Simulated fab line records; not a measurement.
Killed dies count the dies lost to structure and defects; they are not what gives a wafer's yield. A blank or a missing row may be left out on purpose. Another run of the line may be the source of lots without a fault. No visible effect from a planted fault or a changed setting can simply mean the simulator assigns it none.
Which tool did it? -- flow gf180mcu -- route of 602 steps, sampled at 1 step: 12 lots, 36 wafers

WHAT THE GAUGES SHOWED, per wafer
GF_V3_OVL_MEAS_15.
lot,measured,on,V3_OVL (nm)
L075,day 22 20:18,overlay-02,3 -8 -7
L077,day 23 18:09,overlay-01,-5 -7 -12
L078,day 24 08:58,overlay-01,-1 3 -1
L081,day 24 22:41,overlay-01,1 -1 2
L083,day 25 12:30,overlay-02,-4 -5 -6
L085,day 26 09:31,overlay-01,-8 -17 -9
L087,day 26 23:22,overlay-02,5 -3 -2
L089,day 27 10:51,overlay-02,-10 -13 -15
L091,day 28 06:31,overlay-02,-5 -14 -3
L093,day 28 16:57,overlay-02,-11 -14 -11
L095,day 29 05:45,overlay-01,-11 -15 -9
L097,day 29 21:51,overlay-02,-11 -2 -6

WHICH TOOL RAN EACH LOT (tool, then ch and the chambers of the sampled wafers, then the start)
No process step before these readings appears in the record.

THE ANSWER, worked out from the rows above alone
Rule: usual is defined by the lots themselves. Put in order of their means at a reading, lots are off if they are a third of the lots or fewer, leave a main group of 4 or more, and stand apart from it by a gap of 3 or more times the standard deviation of the main group's means; of several such gaps the widest counts. If all means in a main group match to the digits the tables above print for the reading, that group is not used. A lot without any number at a reading at which 4 lots or more have one is off too. Any other lot the step has rows for is counted as sound.
No lot is off at any reading shown: from this, nothing can be told.

WHAT THE SIMULATOR HAD INSERTED
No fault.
